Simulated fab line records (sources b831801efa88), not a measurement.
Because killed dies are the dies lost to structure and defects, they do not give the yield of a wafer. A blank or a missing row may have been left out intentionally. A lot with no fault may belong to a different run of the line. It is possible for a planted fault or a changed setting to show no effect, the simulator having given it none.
Chamber matching + flow sfq-line + 3 sister chambers for SFQ_TRILAYER_I3_DEP_PECVD_081 on pecvd-03
The step deposits SiO2 from SiH4/N2O, time 111.11 s, target thk 500 nm. 14 wafers are shown with their chamber, then 7 later ones without.

WAFERS PAIRED WITH THEIR CHAMBERS
| wafer  | chamber | heater-power-w (W) | throttle-valve-pct (%) |
|--------|---------|--------------------|------------------------|
| L227.1 | 2       | 66                 | 24.8                   |
| L227.2 | 0       | 91                 | 23.6                   |
| L227.6 | 2       | 67                 | 24.9                   |
| L229.3 | 2       | 62                 | 24.9                   |
| L229.4 | 1       | 84                 | 24.4                   |
| L229.5 | 2       | 65                 | 25.0                   |
| L232.1 | 0       | 89                 | 24.0                   |
| L232.4 | 1       | 84                 | 24.2                   |
| L232.6 | 0       | 91                 | 23.4                   |
| L236.1 | 0       | 84                 | 24.0                   |
| L236.2 | 1       | 84                 | 24.4                   |
| L236.6 | 1       | 85                 | 24.5                   |
| L237.4 | 1       | 83                 | 24.5                   |
| L237.5 | 2       | 65                 | 24.9                   |

SIGNATURES (averages over the wafers above)
| reading            | chamber 0 | chamber 1 | chamber 2 | scatter within a chamber |
|--------------------|-----------|-----------|-----------|--------------------------|
| heater-power-w     | 88.75     | 84.00     | 65.00     | 2.11                     |
| throttle-valve-pct | 23.750    | 24.400    | 24.900    | 0.178                    |
Rule: a wafer's distance from a chamber is the root of the sum, over the readings, of the square of ((its reading less the chamber's mean) divided by the reading's scatter). The wafer belongs to the nearest chamber; if the next one is less than 2 further off, it can't be placed. The scatter: the root of (the sum of the squares of (reading less its chamber's mean) over the shown wafers, divided by (wafers less chambers)).

WAFERS MISSING THEIR CHAMBER
| wafer  | heater-power-w (W) | throttle-valve-pct (%) |
|--------|--------------------|------------------------|
| L237.6 | 89                 | 23.7                   |
| L238.1 | 61                 | 25.0                   |
| L238.3 | 81                 | 23.9                   |
| L238.6 | 66                 | 25.1                   |
| L243.1 | 87                 | 24.1                   |
| L243.4 | 68                 | 25.1                   |
| L243.6 | 86                 | 24.3                   |

CHAMBER TAKEN BY EACH
| wafer  | from the rows above     | in truth |
|--------|-------------------------|----------|
| L237.6 | 0                       | 0        |
| L238.1 | 2                       | 2        |
| L238.3 | can't be placed: 1 or 0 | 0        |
| L238.6 | 2                       | 2        |
| L243.1 | can't be placed: 0 or 1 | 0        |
| L243.4 | 2                       | 2        |
| L243.6 | 1                       | 1        |
Correct placement for 5 of the 7. Can't be placed from these rows: 2 (the true chamber is among the candidates in 2). Placed wrongly: 0.
